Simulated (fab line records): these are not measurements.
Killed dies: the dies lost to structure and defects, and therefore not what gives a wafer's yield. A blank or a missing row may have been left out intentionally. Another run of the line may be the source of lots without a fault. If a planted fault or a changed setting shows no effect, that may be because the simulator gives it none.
Which tool was responsible?	flow sky130	6 lots with 18 wafers sampled at 3 steps, on a route of 708 steps

## WHAT THE GAUGES READ, wafer by wafer
SKY_POLY_GATE_CD_MEAS_13 targets a cd of 150 nm.
lot	measured	on	cd nm (nm)
L540	day 16 20:04	cd sem-02	150.9 149.5 149.5
L544	day 18 12:52	cd sem-01	149.8 150.1 150.7
L547	day 19 21:28	cd sem-01	139.3 138.5 139.3
L549	day 20 14:23	cd sem-01	141.0 140.1 141.6
L552	day 21 05:36	cd sem-02	150.4 149.7 150.7
L557	day 23 04:34	cd sem-01	150.2 149.7 148.1

## TOOL THAT RAN EACH LOT (tool first, then ch and the chambers of the sampled wafers, then the start)
lot	SKY_SONOS_ONO_ETCH_15	SKY_POLY_GATE_EXPOSE_10
L540	rie diel-04 ch 0,1,2, day 13 01:31	krf scanner-02 ch 0, day 16 06:29
L544	rie diel-01 ch 0,1,3, day 14 11:46	krf scanner-01 ch 0, day 17 22:58
L547	rie diel-03 ch 0,1,3, day 15 18:49	krf scanner-02 ch 0, day 19 06:28
L549	rie diel-04 ch 0,2,3, day 16 11:28	krf scanner-02 ch 0, day 19 22:44
L552	rie diel-01 ch 1,2,3, day 17 02:22	krf scanner-01 ch 0, day 20 14:38
L557	rie diel-04 ch 0,2,3, day 18 20:31	krf scanner-01 ch 0, day 22 13:04
- SKY_SONOS_ONO_ETCH_15: etches the open film in CHF3/O2, target depth 19.52 nm, time 7.8 s.
- SKY_POLY_GATE_EXPOSE_10: exposes mask P1M, target cd 150 nm.

## THE ANSWER, worked out from the rows above alone
Rule: usual is defined by the lots themselves. The widest of any qualifying gaps counts: lots, ordered by their means at a reading, are off when they make up no more than a third of the lots, leave a main group of 4 or more, and stand apart from it by 3 or more times the standard deviation of that group's means. A main group is skipped when, at the precision printed for the reading in the tables above, its means are all equal. Also off: a lot with no number at a reading for which 4 or more lots have one. Where the step has rows for the other lots, those lots are counted as sound.
Off, at SKY_POLY_GATE_CD_MEAS_13 on cd nm: L547, L549. The main group has a mean of 149.9 nm with a standard deviation of 0.37.
If a tool, at a process step before that reading, ran all the lots that are off and no sound lot after the first of them, it fits. Those tools and the gauges at SKY_POLY_GATE_CD_MEAS_13 are tried in the same way. One candidate fits, namely krf scanner-02 at SKY_POLY_GATE_EXPOSE_10. Its last sound lot is L540 (day 16 06:29), its first lot that is off L547 (day 19 06:28): a fault that began between those two fits.

## WHAT THE SIMULATOR HAD PUT IN
Process parameter drift: krf scanner-02, from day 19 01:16 on, at SKY_POLY_GATE_EXPOSE_10. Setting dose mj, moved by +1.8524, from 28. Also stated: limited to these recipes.
Shown lots that were struck: L547, L549. The rule above found the same.
